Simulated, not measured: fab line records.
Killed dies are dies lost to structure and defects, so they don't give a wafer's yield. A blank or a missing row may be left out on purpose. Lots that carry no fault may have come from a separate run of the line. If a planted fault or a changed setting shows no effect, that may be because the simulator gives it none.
A struck lot beside a sound one :: flow gf180mcu :: 26 steps out of a route of 602
Sound: the wafers L172.3, L172.4, L172.6. Struck: wafer L175.6. (L175.2, L175.3 of the same lot were not struck and are left out.) The cause comes at the end.
Order at every step that has rows: each side's tool, ch and its chambers, its first start. Under that, the readings that differ: sound wafers :: struck wafers :: difference of the means :: sigmas: that difference in standard deviations of wafers without a fault.
alike: a reading whose means differ by less than 2 such deviations, as well as words and numbers matching on both sides. not compared: withheld readings; readings where some wafer has no value; bounds like >300 that might hide an equal value; numbers whose values overlap and for which the record gives no deviation.
The two part at a step that has a row with sigmas, a row that says differs or no value, or rows on one side only. Numbers that don't overlap but have no deviation are shown without sigmas and don't part them. A reading that every wafer of one side lacks parts them only if that side has two wafers or more.

GF_V4_CVD_23: deposits W, target thk 350 nm, time 104.9 s.
  sound on cvd-w-01 ch 0,1, day 27 15:39; struck on cvd-w-02 ch 1, day 28 14:17
reading: heater-power-w (W)
sound: 889 835 863
struck: 1020
difference: +158
sigmas: +2
GF_V4_RS_MEAS_24: measures by four-point-probe.
  sound: film-metro-04 at day 27 15:46; struck: film-metro-03 at day 28 14:25
reading: V4_W_RS (ohm/sq)
sound: 0.321 0.325 0.319
struck: 0.334
difference: +0.012
sigmas: +3
GF_V4_THK_MEAS_25: measures by xrf.
  sound: film-metro-04 at day 27 15:52; struck: film-metro-03 at day 28 14:31
  alike: V4_W_THK
GF_V4_CMP_26: polishes, stops on SiO2, t overpolish 15 s, target thk 0 nm.
  sound on cmp-01 ch 1,2,3, day 27 16:28; struck on cmp-02 ch 1, day 28 14:37
  alike: motor-current-A, overpolish-run-s, time-to-endpoint-s
GF_MIM_SPUTTER_00: material Ti, target thk 37.5 nm, time 150 s.
  sound: pvd-sputter-02 at day 27 16:40; struck: pvd-sputter-01 at day 28 14:52
  alike: chamber-pressure-pa, throttle-valve-pct
then, 1 step without rows for these wafers: GF_MIM_SPUTTER_01 (material TiN, target thk 30 nm, time 25 s).
GF_MIM_SPUTTER_02: material AlCu, target thk 450 nm, time 23.9 s.
  sound: pvd-sputter-02 at day 27 16:47; struck: pvd-sputter-01 at day 28 15:00
  alike: chamber-pressure-pa, throttle-valve-pct
GF_MIM_SPUTTER_03: material Ti, target thk 10 nm, time 6.7 s.
  sound: pvd-sputter-02 at day 27 16:49; struck: pvd-sputter-01 at day 28 15:02
  alike: chamber-pressure-pa, throttle-valve-pct
then, 2 steps without rows for these wafers: GF_MIM_SPUTTER_04 (material TiN, target thk 50 nm, time 41.7 s); GF_MIM_CVD_05 (deposits Si3N4, target thk 42 nm, time 29.086 s).
GF_MIM_THK_MEAS_06:
  sound: film-metro-01 at day 27 16:56; struck: film-metro-02 at day 28 15:08
  alike: MIM_CVD_05_THK
then, 1 step without rows for these wafers: GF_MIM_SPUTTER_07 (material TiN, target thk 60 nm, time 50 s).
GF_MIM_SPUTTER_08: material AlCu, target thk 200 nm, time 10.6 s.
  sound: pvd-sputter-01 at day 27 17:01; struck: pvd-sputter-04 at day 28 15:14
reading: chamber-pressure-pa (Pa)
sound: 0.4003 0.3997 0.3997
struck: 0.4350
difference: +0.0351
sigmas: +43

reading: model.AlCu_of_MIM_SPUTTER_08.thk-nm (nm)
sound: 198.3 198.8 203.3
struck: 197.2
difference: -2.9
sigmas: 
  alike: throttle-valve-pct
then, 1 step without rows for these wafers: GF_MIM_SPUTTER_09 (material TiN, target thk 35 nm, time 29.2 s).
GF_MIM_RS_MEAS_10: measures by four-point-probe.
  sound: film-metro-01 at day 27 17:07; struck: film-metro-04 at day 28 15:18
reading: MIM_ALCU_RS (ohm/sq)
sound: 0.1616 0.1609 0.1575
struck: 0.1640
difference: +0.0040
sigmas: +2
GF_MIM_THK_MEAS_11: measures by xrf.
  sound: film-metro-01 at day 27 17:13; struck: film-metro-04 at day 28 15:25
reading: MIM_ALCU_THK (nm)
sound: 200.5 202.1 205.8
struck: 197.1
difference: -5.7
sigmas: -2
then, 7 steps without rows for these wafers: GF_MIM_DEHYDRATE_12 (time 60 s); GF_MIM_HMDS_13 (prime time 60 s); GF_MIM_COAT_14 (resist thk 1000 nm); GF_MIM_SOFTBAKE_15 (time 60 s); GF_MIM_EXPOSE_16 (exposes mask FuseTop, target cd 2000 nm); GF_MIM_PEB_17; GF_MIM_DEVELOP_18 (develop time 60 s).
GF_MIM_METAL_ETCH_19: etches the open film in Cl2/BCl3, stops on Si3N4, target depth 324.5 nm, time 54.1 s.
  sound on rie-metal-03 ch 0,1, day 28 12:07; struck on rie-metal-03 ch 0, day 29 10:26
reading: throttle-valve-pct (%)
sound: 28.288 28.262 28.273
struck: 28.296
difference: +0.022
sigmas: +2

reading: model.etch.depth-nm (nm)
sound: 294 292.8 296.8
struck: 291.1
difference: -3.4
sigmas: 

reading: model.MIM.feature-depth-nm (nm)
sound: 294 292.8 296.8
struck: 291.1
difference: -3.4
sigmas: 
  alike: drypump-motor-current-A, oes-product-au
  not compared: rf-hours-counter-h
then, 2 steps without rows for these wafers: GF_MIM_STRIP_20 (strips in O2/N2); GF_PASSIVATION_PROBE_99.

== WHERE THEY PART ==
Earliest at GF_V4_CVD_23; latest, in this record, at GF_MIM_METAL_ETCH_19.

WHY: what the simulator had put in
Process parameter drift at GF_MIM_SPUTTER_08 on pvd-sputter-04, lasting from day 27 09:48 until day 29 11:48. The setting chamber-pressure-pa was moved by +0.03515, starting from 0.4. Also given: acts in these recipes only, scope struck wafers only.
